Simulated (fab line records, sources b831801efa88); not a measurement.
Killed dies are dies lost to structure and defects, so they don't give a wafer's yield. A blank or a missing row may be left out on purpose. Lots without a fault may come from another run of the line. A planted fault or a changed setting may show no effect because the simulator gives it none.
A struck lot beside a sound one | flow sky130 | 22 steps out of a route of 708
Sound: wafers L179.2, L179.4, L179.6. Struck: wafer L183.2. (L183.5, L183.6 of the same lot were not struck and are left out.) The cause comes at the end.
At each step with rows: each side's tool, then ch and its chambers, then its first start. Under that, the readings that differ: sound wafers | struck wafers | difference of the means | sigmas: that difference in standard deviations of wafers without a fault.
alike: readings whose means differ by less than 2 such deviations, and words and numbers that are the same on both sides. not compared: withheld readings, readings that some wafer has no value for, bounds like >300 that may hide the same value, and numbers for which the record gives no deviation and whose values overlap.
The two part at a step that has a row with sigmas, a row that says differs or no value, or rows on one side only. Numbers that don't overlap but have no deviation are shown without sigmas and don't part them. A reading that every wafer of one side lacks parts them only if that side has two wafers or more.

SKY_SD_N_RTA_14: time 2 s.
  sound on rtp_anneal-02 ch 0, day 30 04:06; struck on rtp_anneal-02 ch 0, day 31 01:01
  reading          | sound                | struck | difference | sigmas
  wafer_temp_C_max | 1079.1 1078.3 1079.0 | 1075.3 | -3.5       | -3
  alike: lamp_power_pct
SKY_SD_N_RS_MEAS_16: measures by four-point-probe.
  sound on film_metro-03, day 30 04:17; struck on film_metro-03, day 31 01:11
  alike: SD_N_RS
SKY_SD_N_RS_MEAS_17: measures by four-point-probe.
  sound on film_metro-03, day 30 04:25; struck on film_metro-03, day 31 01:19
  alike: SD_P_RS
SKY_SD_N_RS_MEAS_18: measures by four-point-probe.
  sound on film_metro-03, day 30 04:32; struck on film_metro-03, day 31 01:26
  alike: RES_XHIGH_RS
then, 2 steps without rows for these wafers: SKY_SALICIDE_CLEAN_00 (cleans in HF-last, time 30 s); SKY_LI_CONTACT_HDPCVD_00 (deposits PSG, target thk 930 nm, time 155 s).
SKY_LI_CONTACT_THK_MEAS_01:
  sound on film_metro-02, day 30 04:46; struck on film_metro-04, day 31 01:40
  alike: LI_CONTACT_HDPCVD_THK
SKY_LI_CONTACT_CMP_02: polishes PSG.
  sound on cmp-01 ch 0,1,2, day 30 04:55; struck on cmp-01 ch 1, day 31 01:43
  reading                | sound          | struck | difference | sigmas
  motor_current_A (A)    | 12.8 11.4 11.6 | 13.7   | +1.8       | +2
  time_to_endpoint_s (s) | 30 26 31       | 37     | +8         | +2
  alike: retaining_ring_pressure_frac
SKY_LI_CONTACT_BOW_MEAS_03:
  sound on film_metro-02, day 30 05:08; struck on film_metro-04, day 31 02:02
  alike: LI_CONTACT_BOW
then, 2 steps without rows for these wafers: SKY_LI_CONTACT_DEHYDRATE_04 (time 60 s); SKY_LI_CONTACT_HMDS_05 (prime time 60 s).
SKY_LI_CONTACT_COAT_06: resist thk 60 nm.
  sound on litho_track-04 ch 0, day 30 18:30; struck on litho_track-04 ch 0, day 31 15:09
then, 5 steps without rows for these wafers: SKY_LI_CONTACT_COAT_07 (resist thk 450 nm); SKY_LI_CONTACT_SOFTBAKE_08 (time 90 s); SKY_LI_CONTACT_EXPOSE_09 (exposes mask LICM1, target cd 170 nm); SKY_LI_CONTACT_PEB_10; SKY_LI_CONTACT_DEVELOP_11 (develop time 60 s).
SKY_LI_CONTACT_CD_MEAS_12: target cd 170 nm.
  sound on cd_sem-02, day 31 09:12; struck on cd_sem-02, day 32 06:05
  alike: cd_nm
SKY_LI_CONTACT_OVL_MEAS_13:
  sound on overlay-02, day 31 09:19; struck on overlay-02, day 32 06:11
  alike: LI_CONTACT_OVL
SKY_LI_CONTACT_ETCH_14: etches BARC in N2/H2, stops on SiO2, time 45.9 s, target depth 60 nm.
  sound on rie_diel-02 ch 1,3, day 31 09:20; struck on rie_diel-04 ch 2, day 32 06:13
  reading                  | sound             | struck | difference | sigmas
  oes_product_au (a.u.)    | 0.856 0.853 0.852 | 0.802  | -0.052     | -11
  model.etch.depth_nm (nm) | 59.69 59.63 59.52 | 53.51  | -6.10      |
  alike: drypump_motor_current_A, n2_flow_sccm, throttle_valve_pct
  not compared: rf_hours_counter_h
SKY_LI_CONTACT_ETCH_15: etches PSG in C4F8/O2/Ar, stops on Si, target depth 600 nm.
  sound on rie_diel-02 ch 1,3, day 31 09:23; struck on rie_diel-04 ch 2, day 32 06:16
  alike: oes_product_au
then, 1 step without rows for these wafers: SKY_PAD_OPEN_PROBE_99.

WHERE THEY PART
First at SKY_SD_N_RTA_14; last, within this record, at SKY_LI_CONTACT_ETCH_14. Later steps at which nothing parts them and some readings are alike: SKY_LI_CONTACT_ETCH_15.

WHY: what the simulator had put in
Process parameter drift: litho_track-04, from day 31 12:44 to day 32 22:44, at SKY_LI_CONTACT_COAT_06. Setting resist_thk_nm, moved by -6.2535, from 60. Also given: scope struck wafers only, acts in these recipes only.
